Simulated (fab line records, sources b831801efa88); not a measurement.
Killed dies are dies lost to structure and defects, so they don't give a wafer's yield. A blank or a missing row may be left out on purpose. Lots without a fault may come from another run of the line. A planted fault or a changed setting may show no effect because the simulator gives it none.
fab line records | flow sky130
record lots=6 wafers=18 last_day=50
route steps=708 shown METAL5@671 PASSIVATION@681 PAD_OPEN@694
lots that met no fault: from a run of the same line without faults
start_h: hours from the record's first day to the start of the lot's first wafer shown | wait_h: hours since the lot's step before | " the same as in the row above | L1.1+2: a row that stands for several wafers | - no value, or no start given | * or withheld: withheld | < > ~ a bound
route shown NAME@n: a module of which the file shows steps, and the number in the route of the first | usual: mean/standard deviation of fault-free wafers | same: alike in all rows | chamber/n: place in a boat | sites: the reading at each site | _std_site: their standard deviation | _edge_site: outer sites' mean less inner sites' | radius_mm: how far each site lies from the wafer's centre | mask NAME#n: copy n | behind: the tool/chamber that last shaped the wafer | hold: why the lot was held/for how many hours/how that ended | device: the transistor (n, p or np) that didn't switch | end of line: the same wafers' tests at the end of the route | a step without rows: its recipe alone | killed: dies lost to structure and defects at the first sort, not the wafer's yield | map: a wafer's dies, x killed, . not, _ none there
set.NAME: the setting as run; set.NAME@STEP: as run at that earlier step | model.NAME: the simulator's own value behind a step, which no gauge read
lots at some steps of the route; a table a step, a row a wafer
services: from which hour (start_h, from the record's first day; less than 0 if before it) a tool's chamber was out of use, for how many hours, and why
## steps
# step SKY_METAL5_SOFTBAKE_10
# recipe temp_c=90 time_s=60 resist=NOVOLAK
# step SKY_METAL5_EXPOSE_11
# recipe mask_id=MM5 na=0.6 source_shape=conventional sigma_outer=0.6 polarization=unpolarized target_cd_nm=1600 dose_mj=190
# step SKY_METAL5_PEB_12
# recipe temp_c=withheld time_s=* resist=NOVOLAK
# step SKY_METAL5_DEVELOP_13
# recipe resist=NOVOLAK developer=TMAH develop_time_s=60 dev_temp_c=23
# step SKY_METAL5_DESCUM_14
# recipe chemistry=O2 source_power_w=150 bias_power_w=0 pressure_mtorr=10 temp_c=40 time_s=11
# usual chamber_pressure_mTorr=10.000/0.0085 drypump_motor_current_A=5.42/0.2 oes_product_au=0.997/0.01
# columns lot.wafer tool chamber start_h wait_h chamber_pressure_mTorr drypump_motor_current_A oes_product_au rf_hours_counter_h
L148.2 rie_metal-04 1 1064.77 0.1 10.005 5.04 0.996 12
L148.4 " 0 " " 10.000 5.64 1.011 -
L148.5 " 1 " " 10.006 5.07 1.010 -
L146.3 rie_metal-03 1 1066.83 0.1 9.984 5.33 0.980 -
L146.4 " 0 " " 10.003 5.45 0.993 -
L146.5 " 1 " " 10.012 5.33 0.989 -
L154.2 rie_metal-04 0 1085.15 0.1 10.017 5.61 1.006 16
L154.3 " 0 " " 9.988 5.63 1.000 -
L154.4 " 1 " " 9.998 5.05 0.997 -
L153.3 rie_metal-03 0 1089.81 0.1 9.999 5.48 1.007 -
L153.5 " 0 " " 9.995 5.47 1.022 -
L153.6 " 1 " " 9.997 5.33 0.993 -
L166.1 rie_metal-03 1 1157.17 0.1 10.014 5.35 0.995 18
L166.2 " 0 " " 10.008 5.49 0.997 23
L166.4 " 0 " " 9.994 5.49 1.000 -
L167.3 rie_metal-04 0 1160.39 0.1 10.005 5.63 1.005 -
L167.4 " 1 " " 9.991 5.05 0.995 -
L167.6 " 1 " " 10.009 5.02 1.008 -
# step SKY_METAL5_METAL_ETCH_15
# recipe target_depth_a=12600 stop_on=SiO2 over_etch_frac=0.2 time_s=252 chemistry=Cl2/BCl3 resist_sidewall_deg=86 pressure_mtorr=10 icp_w=900 bias_w=48.5 Cl2_flow_sccm=60 bcl3_flow_sccm=30
# usual chamber_pressure_mTorr=9.999/0.0091 drypump_motor_current_A=5.42/0.2 oes_product_au=0.894/0.0049 throttle_valve_pct=22.265/0.0098
# columns lot.wafer tool chamber start_h wait_h chamber_pressure_mTorr drypump_motor_current_A oes_product_au rf_hours_counter_h throttle_valve_pct
L148.2 rie_metal-04 1 1064.81 0.0 9.994 5.06 0.891 12 22.266
L148.4 " 0 " " 10.001 5.65 0.887 - 22.259
L148.5 " 1 " " 10.000 5.06 0.897 - 22.261
L146.3 rie_metal-03 1 1066.94 0.1 9.999 5.35 0.896 - 22.262
L146.4 " 0 " " 9.997 5.45 0.896 - 22.268
L146.5 " 1 " " 9.991 5.37 0.893 - 22.266
L154.2 rie_metal-04 0 1085.18 0.0 10.004 5.58 0.900 16 22.260
L154.3 " 0 " " 10.002 5.62 0.897 - 22.266
L154.4 " 1 " " 10.003 5.03 0.900 - 22.263
L153.3 rie_metal-03 0 1089.91 0.1 9.992 5.44 0.900 - 22.266
L153.5 " 0 " " 10.002 5.45 0.890 - 22.270
L153.6 " 1 " " 9.988 5.35 0.893 - 22.266
L166.1 rie_metal-03 1 1157.21 0.0 9.989 5.35 0.891 18 22.266
L166.2 " 0 " " 9.997 5.47 0.892 23 22.257
L166.4 " 0 " " 10.007 5.48 0.887 - 22.275
L167.3 rie_metal-04 0 1160.49 0.1 9.995 5.63 0.894 - 22.267
L167.4 " 1 " " 9.993 5.05 0.901 - 22.255
L167.6 " 1 " " 9.997 5.06 0.893 - 22.263
# step SKY_METAL5_STRIP_16
# recipe chemistry=O2/N2 power_w=1400 pressure_mtorr=1500 platen_temp_c=withheld o2_flow_sccm=3000 n2_flow_sccm=300 overash_fraction=0.5
# usual chamber_pressure_mTorr=1500.1/1.5 drypump_motor_current_A=5.9/0.42 oes_product_au=0.711/0.0047 strip_time_to_endpoint_s=13.10/0.13
# columns lot.wafer tool chamber start_h wait_h chamber_pressure_mTorr drypump_motor_current_A oes_product_au rf_hours_counter_h strip_time_to_endpoint_s
L148.2 plasma_asher-03 0 1065.04 0.2 1499.4 6.5 0.718 93 13.02
L148.4 " 1 " " 1500.3 5.9 0.711 - 12.78
L148.5 " 1 " " 1502.4 5.9 0.710 - 12.90
L146.3 plasma_asher-04 0 1067.13 0.1 1499.8 5.9 0.716 - 13.18
L146.4 " 1 " " 1497.5 6.0 0.713 - 13.04
L146.5 " 0 " " 1499.0 5.9 0.711 - 13.12
L154.2 plasma_asher-01 0 1085.42 0.2 1500.0 5.9 0.708 2 13.05
L154.3 " 0 " " 1501.1 5.9 0.710 - 13.04
L154.4 " 1 " " 1501.9 5.2 0.708 - 13.09
L153.3 plasma_asher-01 0 1090.10 0.1 1501.2 5.9 0.714 - 13.00
L153.5 " 1 " " 1501.0 5.2 0.711 - 12.93
L153.6 " 0 " " 1499.4 5.9 0.708 - 13.14
L166.1 plasma_asher-03 0 1157.44 0.2 1502.0 6.5 0.703 101 13.26
L166.2 " 1 " " 1501.9 5.9 0.705 101 13.05
L166.4 " 1 " " 1498.0 5.8 0.712 - 13.04
L167.3 plasma_asher-01 0 1160.68 0.1 1500.5 5.8 0.711 - 12.98
L167.4 " 1 " " 1497.8 5.2 0.707 - 12.95
L167.6 " 0 " " 1501.0 5.8 0.715 - 12.95
# step SKY_METAL5_STRIP_17
# recipe chemistry=post_etch_residue_remover time_s=1200 temp_c=72.5
# step SKY_METAL5_CLEAN_18
# recipe chemistry=IPA time_s=180 temp_c=25
# step SKY_METAL5_CLEAN_19
# recipe chemistry=O3/DIW dry=n2_spin
# step SKY_PASSIVATION_CVD_00
# recipe material=SiO2 target_thk_nm=90 temp_c=400 time_s=withheld rf_w=600
# usual heater_power_w=683/77 rf_fwd_power_W=586.7/2.4
# columns lot.wafer tool chamber start_h wait_h heater_power_w rf_fwd_power_W
L148.2 pecvd-01 0 1065.98 0.0 655 587.2
L148.4 " 2 " " 754 588.5
L148.5 " 1 " " 606 585.1
L146.3 pecvd-01 0 1067.74 0.0 703 587.2
L146.4 " 1 " " 697 583.4
L146.5 " 2 " " 814 590.1
L154.2 pecvd-02 2 1086.01 0.0 778 586.0
L154.3 " 1 " " 736 584.6
L154.4 " 0 " " 610 588.8
L153.3 pecvd-01 0 1090.75 0.0 589 586.9
L153.5 " 1 " " 716 586.4
L153.6 " 2 " " 728 590.9
L166.1 pecvd-02 2 1158.38 0.0 681 585.4
L166.2 " 0 " " 568 591.2
L166.4 " 2 " " 677 585.9
L167.3 pecvd-02 0 1161.32 0.0 658 589.2
L167.4 " 2 " " 742 582.9
L167.6 " 1 " " 734 586.4
# step SKY_PASSIVATION_THK_MEAS_01
# recipe reads=SiO2_of_PASSIVATION_CVD_00
# usual PASSIVATION_CVD_00_THK=90.1/1.2
# columns lot.wafer tool chamber start_h wait_h PASSIVATION_CVD_00_THK[nm]
L148.2 film_metro-04 - 1066.01 - 88.9
L148.4 " - " " 91.1
L148.5 " - " " 91.5
L146.3 film_metro-03 - 1067.78 - 89.0
L146.4 " - " " 92.2
L146.5 " - " " 90.4
L154.2 film_metro-03 - 1086.04 - 88.7
L154.3 " - " " 89.7
L154.4 " - " " 90.7
L153.3 film_metro-04 - 1090.79 - 88.0
L153.5 " - " " 88.6
L153.6 " - " " 91.3
L166.1 film_metro-02 - 1158.40 - 88.7
L166.2 " - " " 88.7
L166.4 " - " " 90.6
L167.3 film_metro-04 - 1161.36 - 89.5
L167.4 " - " " 92.9
L167.6 " - " " 93.4
# step SKY_PASSIVATION_CVD_02
# recipe material=Si3N4 target_thk_nm=540 temp_c=400 time_s=withheld rf_w=450
# usual heater_power_w=729/80 rf_fwd_power_W=448.8/1.4
# columns lot.wafer tool chamber start_h wait_h heater_power_w rf_fwd_power_W model.Si3N4_of_PASSIVATION_CVD_02.thk_nm
L148.2 pecvd-02 1 1066.06 0.0 818 449.1 544.5
L148.4 " 2 " " 739 446.2 546.7
L148.5 " 1 " " 666 448.0 544.2
L146.3 pecvd-04 1 1067.82 0.0 729 447.1 544.9
L146.4 " 2 " " 562 446.0 557.7
L146.5 " 0 " " 813 447.7 539.9
L154.2 pecvd-01 2 1086.09 0.0 775 448.2 532.1
L154.3 " 0 " " 677 448.3 534.9
L154.4 " 1 " " 679 447.2 536.4
L153.3 pecvd-02 1 1090.83 0.0 805 450.2 546
L153.5 " 1 " " 680 450.1 546.6
L153.6 " 0 " " 675 449.7 547.8
L166.1 pecvd-04 2 1158.46 0.1 628 627.2 601.4
L166.2 " 0 " " 704 629.9 592.7
L166.4 " 2 " " 502 626.7 615.2
L167.3 pecvd-04 2 1161.40 0.0 619 629.6 597.6
L167.4 " 1 " " 591 629.8 599.6
L167.6 " 0 " " 779 630.8 596.6
# step SKY_PASSIVATION_THK_MEAS_03
# recipe reads=Si3N4_of_PASSIVATION_CVD_02
# usual PASSIVATION_CVD_02_THK=543/7.5
# columns lot.wafer tool chamber start_h wait_h PASSIVATION_CVD_02_THK[nm]
L148.2 film_metro-03 - 1066.29 - 544
L148.4 " - " " 547
L148.5 " - " " 544
L146.3 film_metro-02 - 1068.07 - 545
L146.4 " - " " 558
L146.5 " - " " 540
L154.2 film_metro-04 - 1086.33 - 532
L154.3 " - " " 535
L154.4 " - " " 536
L153.3 film_metro-04 - 1091.08 - 546
L153.5 " - " " 547
L153.6 " - " " 548
L166.1 film_metro-04 - 1158.80 - 601
L166.2 " - " " 593
L166.4 " - " " 616
L167.3 film_metro-03 - 1161.64 - 598
L167.4 " - " " 600
L167.6 " - " " 597
# step SKY_PASSIVATION_DEHYDRATE_04
# recipe temp_c=200 time_s=60
# step SKY_PASSIVATION_HMDS_05
# recipe prime_time_s=60 prime_temp_c=120
# step SKY_PASSIVATION_COAT_06
# recipe spin_rpm=2000 resist_thk_nm=3000
# step SKY_PASSIVATION_SOFTBAKE_07
# recipe temp_c=110 time_s=withheld
# step SKY_PASSIVATION_EXPOSE_08
# recipe mask_id=NSM target_cd_nm=3000 na=0.57 dose_mj=260
# step SKY_PASSIVATION_PEB_09
# recipe temp_c=115 time_s=withheld
# step SKY_PASSIVATION_DEVELOP_10
# recipe develop_time_s=60 dev_temp_c=23
# step SKY_PASSIVATION_ETCH_11
# recipe chemistry=CF4/O2 target_depth_nm=725 stop_on=AlCu source_w=800 bias_w=150 pressure_mtorr=150 cf4_flow_sccm=80 O2_flow_sccm=10 time_s=161.1
# usual chamber_pressure_mTorr=150.00/0.14 drypump_motor_current_A=5.7/0.49 oes_product_au=0.980/0.0074 throttle_valve_pct=5.965/0.0099
# columns lot.wafer tool chamber start_h wait_h chamber_pressure_mTorr drypump_motor_current_A oes_product_au rf_hours_counter_h throttle_valve_pct model.PASSIVATION.feature_depth_nm model.etch.depth_nm
L148.2 rie_diel-03 1 1086.40 - 150.10 5.5 0.982 13 5.961 707.4 707.4
L148.4 " 0 " " 149.88 5.8 0.978 11 5.965 713.1 713.1
L148.5 " 1 " " 150.08 5.5 0.976 - 5.976 711 711
L146.3 rie_diel-03 0 1088.70 - 150.04 5.8 0.985 12 5.961 706.6 706.6
L146.4 " 1 " " 150.06 5.5 0.989 13 5.958 722.5 722.5
L146.5 " 3 " " 150.10 6.6 0.984 - 5.957 702.2 702.2
L154.2 rie_diel-04 0 1106.95 - 150.17 5.1 0.972 24 5.973 694.1 694.1
L154.3 " 3 " " 149.77 5.6 0.975 18 5.963 699.9 699.9
L154.4 " 2 " " 150.00 5.2 0.972 0 5.961 701.1 701.1
L153.3 rie_diel-04 0 1110.55 - 150.07 5.1 0.985 24 5.967 710.3 710.3
L153.5 " 0 " " 149.93 5.1 0.984 - 5.967 710.7 710.7
L153.6 " 1 " " 149.98 6.1 0.983 - 5.963 713.6 713.6
L166.1 rie_diel-03 2 1174.92 - 150.05 5.3 0.969 18 5.957 690.2 690.2
L166.2 " 3 " " 150.02 6.6 1.005 13 5.975 733 733
L166.4 " 0 " " 149.87 5.8 0.981 14 5.970 705.9 705.9
L167.3 rie_diel-03 2 1178.00 - 150.09 5.3 0.990 19 5.978 720.3 720.3
L167.4 " 3 " " 149.85 6.6 0.970 13 5.959 692.4 692.4
L167.6 " 1 " " 150.20 5.5 1.003 - 5.979 728.6 728.6
# step SKY_PASSIVATION_STRIP_12
# recipe chemistry=O2/N2 power_w=1400 pressure_mtorr=1500 platen_temp_c=withheld overash_fraction=0.7 o2_flow_sccm=3000 n2_flow_sccm=300
# usual chamber_pressure_mTorr=1500.0/1.3 drypump_motor_current_A=5.7/0.44 oes_product_au=0.661/0.0048 strip_time_to_endpoint_s=31.49/0.14
# columns lot.wafer tool chamber start_h wait_h chamber_pressure_mTorr drypump_motor_current_A oes_product_au rf_hours_counter_h strip_time_to_endpoint_s
L148.2 plasma_asher-04 1 1086.50 0.1 1500.3 6.0 0.660 33 31.31
L148.4 " 0 " " 1500.9 6.0 0.655 - 31.31
L148.5 " 1 " " 1502.3 6.0 0.660 - 31.37
L146.3 plasma_asher-02 0 1088.84 0.1 1500.0 5.2 0.658 - 31.46
L146.4 " 1 " " 1499.9 5.2 0.665 - 31.41
L146.5 " 1 " " 1499.3 5.1 0.660 - 31.26
L154.2 plasma_asher-02 1 1107.05 0.1 1499.0 5.2 0.663 67 31.54
L154.3 " 1 " " 1500.2 5.1 0.656 - 31.58
L154.4 " 0 " " 1499.2 5.2 0.666 - 31.65
L153.3 plasma_asher-04 0 1110.69 0.1 1500.8 6.0 0.658 - 31.03
L153.5 " 1 " " 1499.4 6.0 0.665 - 31.24
L153.6 " 0 " " 1502.0 6.0 0.655 - 31.29
L166.1 plasma_asher-04 1 1175.03 0.1 1501.4 6.0 0.659 41 31.74
L166.2 " 0 " " 1502.2 6.0 0.663 41 31.38
L166.4 " 1 " " 1497.1 6.0 0.665 - 31.48
L167.3 plasma_asher-02 1 1178.14 0.1 1499.7 5.2 0.659 - 31.43
L167.4 " 0 " " 1499.2 5.2 0.657 - 31.42
L167.6 " 1 " " 1498.8 5.2 0.653 - 31.54
# step SKY_PAD_OPEN_DEHYDRATE_00
# recipe temp_c=200 time_s=60
# step SKY_PAD_OPEN_HMDS_01
# recipe prime_time_s=60 prime_temp_c=120
# step SKY_PAD_OPEN_COAT_02
# recipe spin_rpm=2000 resist_thk_nm=3000
# step SKY_PAD_OPEN_SOFTBAKE_03
# recipe temp_c=110 time_s=withheld
# step SKY_PAD_OPEN_EXPOSE_04
# recipe mask_id=PDM target_cd_nm=60000 na=0.57 dose_mj=253.6
# step SKY_PAD_OPEN_PEB_05
# recipe temp_c=115 time_s=withheld
# step SKY_PAD_OPEN_DEVELOP_06
# recipe develop_time_s=60 dev_temp_c=23
# step SKY_PAD_OPEN_ETCH_07
# recipe chemistry=CF4/O2 target_depth_nm=725 stop_on=AlCu source_w=825.4 bias_w=150 pressure_mtorr=150 cf4_flow_sccm=80 O2_flow_sccm=10 time_s=161.1
# usual chamber_pressure_mTorr=150.01/0.14 drypump_motor_current_A=5.7/0.54 oes_product_au=0.982/0.0076 throttle_valve_pct=5.966/0.0093
# columns lot.wafer tool chamber start_h wait_h chamber_pressure_mTorr drypump_motor_current_A oes_product_au rf_hours_counter_h throttle_valve_pct model.PAD_OPEN.feature_depth_nm model.etch.depth_nm
L148.2 rie_diel-01 2 1107.09 - 149.78 6.4 0.987 11 5.959 707.4 707.4
L148.4 " 0 " " 149.94 6.2 0.985 3 5.981 713.1 713.1
L148.5 " 2 " " 150.17 6.4 0.975 - 5.958 711 711
L146.3 rie_diel-02 1 1109.19 - 149.70 6.0 0.980 19 5.968 706.6 706.6
L146.4 " 2 " " 150.10 5.2 0.991 30 5.964 722.5 722.5
L146.5 " 3 " " 149.86 6.3 0.986 - 5.964 702.2 702.2
L154.2 rie_diel-01 3 1127.30 - 150.24 6.0 0.963 30 5.977 694.1 694.1
L154.3 " 1 " " 149.98 5.2 0.977 26 5.959 699.9 699.9
L154.4 " 2 " " 150.00 6.5 0.972 12 5.969 701.1 701.1
L153.3 rie_diel-04 3 1130.40 - 149.90 5.6 0.986 19 5.951 710.3 710.3
L153.5 " 3 " " 150.15 5.6 0.981 - 5.963 710.7 710.7
L153.6 " 0 " " 150.10 5.1 0.990 - 5.963 713.6 713.6
L166.1 rie_diel-04 1 1190.49 - 150.08 6.1 0.962 29 5.964 690.2 690.2
L166.2 " 0 " " 149.61 5.1 1.016 28 5.972 751.3 751.3
L166.4 " 2 " " 149.95 5.2 0.986 4 5.971 705.9 705.9
L167.3 rie_diel-01 0 1192.44 - 150.03 6.2 1.006 7 5.983 737.8 737.8
L167.4 " 1 " " 150.24 5.2 0.962 29 5.969 692.4 692.4
L167.6 " 0 " " 150.13 6.2 1.010 - 5.974 738 738
# step SKY_PAD_OPEN_STRIP_08
# recipe chemistry=O2/N2 power_w=1400 pressure_mtorr=1500 platen_temp_c=withheld overash_fraction=0.7 o2_flow_sccm=3000 n2_flow_sccm=300
# step SKY_PAD_OPEN_STRIP_09
# recipe chemistry=post_etch_residue_remover time_s=1200 temp_c=72.5
# usual bath_heat_duty_pct=14.9/2.1
# columns lot.wafer tool chamber start_h wait_h bath_heat_duty_pct model.Si3N4_of_PASSIVATION_CVD_02.thk_nm
L148.2 wet_bench-02 1 1107.30 0.1 14.4 544.1
L148.4 " 1 " " 14.5 546.3
L148.5 " 1 " " 15.7 543.9
L146.3 wet_bench-01 2 1109.40 0.0 14.1 544.5
L146.4 " 2 " " 14.9 557.3
L146.5 " 2 " " 14.5 539.5
L154.2 wet_bench-04 3 1127.50 0.1 10.6 531.7
L154.3 " 3 " " 10.8 534.6
L154.4 " 3 " " 12.9 536
L153.3 wet_bench-01 0 1130.60 0.0 12.8 545.6
L153.5 " 0 " " 12.2 546.2
L153.6 " 0 " " 12.2 547.4
L166.1 wet_bench-01 2 1190.70 0.1 13.3 601
L166.2 " 2 " " 15.3 592.3
L166.4 " 2 " " 14.8 614.8
L167.3 wet_bench-01 2 1192.65 0.0 14.8 597.2
L167.4 " 2 " " 14.9 599.2
L167.6 " 2 " " 13.9 596.3
# step SKY_PAD_OPEN_CLEAN_10
# recipe chemistry=IPA time_s=180 temp_c=25
# step SKY_PAD_OPEN_PROBE_99
# usual defect_limited_yield=82.7/2 killed_at_M0_to_M3=43/7.4 killed_at_M4_up=3.5/2.1 killed_at_contacts=24/5.4 killed_at_front_end=15/4.7 killed_at_other=0.2/0.44 killed_dies=85/10 killed_open=47/7.1 killed_short=38/7 sort_bin_3_pad_short=0.9/0.41 sort_bin_5_function=10.4/1.6 sort_bin_6_memory=6.1/1.1 sort_n_pass=407/10 sort_yield_pct=82.7/2
# same gross_dies=492 killed_at_back_side=0 sort_bin_4_leakage[%]=0 sort_bin_8_speed[%]=0
# columns lot.wafer tool chamber start_h wait_h defect_limited_yield[%] killed_at_M0_to_M3 killed_at_M4_up killed_at_contacts killed_at_front_end killed_at_other killed_dies killed_open killed_short sort_bin_3_pad_short[%] sort_bin_5_function[%] sort_bin_6_memory[%] sort_n_pass sort_yield_pct[%]
L154.2 prober-01 - 1130.03 0.1 84.8 39 5 19 11 1 75 40 35 0.8 7.1 7.3 417 84.8
L154.3 prober-01 - 1130.08 0.2 82.9 39 9 24 10 2 84 39 45 0.8 9.1 7.1 408 82.9
L154.4 prober-01 - 1130.13 0.2 81.5 46 3 24 18 0 91 51 40 0.6 12.8 5.1 401 81.5
# killed by level:class
L154.2 VIA1:geometric_particle:open=8 LI_CONTACT:geometric_particle:open=7 CONTACT:geometric_particle:open=5 VIA3:geometric_particle:open=5 VIA1:geometric_particle:short=5 METAL4:geometric_particle:short=5 METAL1:geometric_particle:short=4 METAL2:geometric_particle:short=4
L154.3 CONTACT:geometric_particle:open=12 VIA1:geometric_particle:open=8 METAL4:geometric_particle:short=8 METAL1:geometric_particle:short=7 VIA2:geometric_particle:open=5 LOCAL_INTERCONNECT:geometric_particle:short=4 METAL2:geometric_particle:short=4 METAL3:geometric_particle:short=4
L154.4 CONTACT:geometric_particle:open=10 VIA3:geometric_particle:open=7 VIA1:geometric_particle:open=7 POLY_GATE:geometric_particle:open=6 POLY_GATE:geometric_particle:short=6 LI_CONTACT:geometric_particle:open=5 VIA2:geometric_particle:open=5 CONTACT:geometric_particle:short=5
## services
# columns tool chamber start_h hours kind
pecvd-02 - 1040.91 6.0 pm
pecvd-04 0 1041.12 4.8 repair
rie_diel-04 3 1044.22 5.0 repair
plasma_asher-01 - 1055.25 9.0 pm
rie_diel-02 2 1058.40 7.4 repair
pecvd-02 - 1059.39 1.7 repair
rie_diel-04 0 1061.57 4.8 repair
plasma_asher-02 - 1072.64 0.5 repair
pecvd-01 - 1082.45 0.7 repair
rie_metal-04 1 1086.94 7.9 repair
rie_metal-03 - 1095.73 2.8 pm
rie_diel-02 3 1110.86 11.9 repair
rie_metal-04 - 1112.97 0.6 repair
pecvd-04 1 1118.22 16.6 repair
rie_diel-04 1 1132.04 14.8 repair
plasma_asher-03 - 1137.22 2.8 pm
pecvd-04 1 1139.85 19.6 repair
pecvd-02 0 1147.41 8.6 repair
pecvd-01 - 1155.76 6.0 pm
plasma_asher-04 - 1155.92 2.3 repair
plasma_asher-03 - 1167.48 8.2 repair
rie_diel-01 0 1175.37 4.9 repair
pecvd-02 1 1176.09 8.6 repair
plasma_asher-02 - 1184.41 0.6 repair
## key
first_sign step=SKY_PASSIVATION_CVD_02 reading=rf_fwd_power_W direction=up sigmas=99+ usual=448.8 struck=629.0
effect step=SKY_PASSIVATION_THK_MEAS_03 reading=PASSIVATION_CVD_02_THK direction=up sigmas=7.8 usual=543 struck=601
model_effect step=SKY_PASSIVATION_CVD_02 value=Si3N4_of_PASSIVATION_CVD_02.thk_nm without=543.2 struck=600.5
model_effect step=SKY_PASSIVATION_ETCH_11 value=PASSIVATION.feature_depth_nm without=708.9 struck=711.7
model_effect step=SKY_PAD_OPEN_ETCH_07 value=PAD_OPEN.feature_depth_nm without=708.9 struck=719.2
model_effect step=SKY_PAD_OPEN_STRIP_09 value=Si3N4_of_PASSIVATION_CVD_02.thk_nm without=542.9 struck=600.1
met_at SKY_PASSIVATION_CVD_02
struck_wafers L166.1,L166.2,L166.4,L167.3,L167.4,L167.6
onset_between 1067.82 1158.46
fault kind=process_parameter_drift tool=pecvd-04 chamber=- onset_h=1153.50 steps=SKY_PASSIVATION_CVD_02 channel=rf_w offset=180 shape=step end_h=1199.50 acts_in=these_recipes_only stated=450
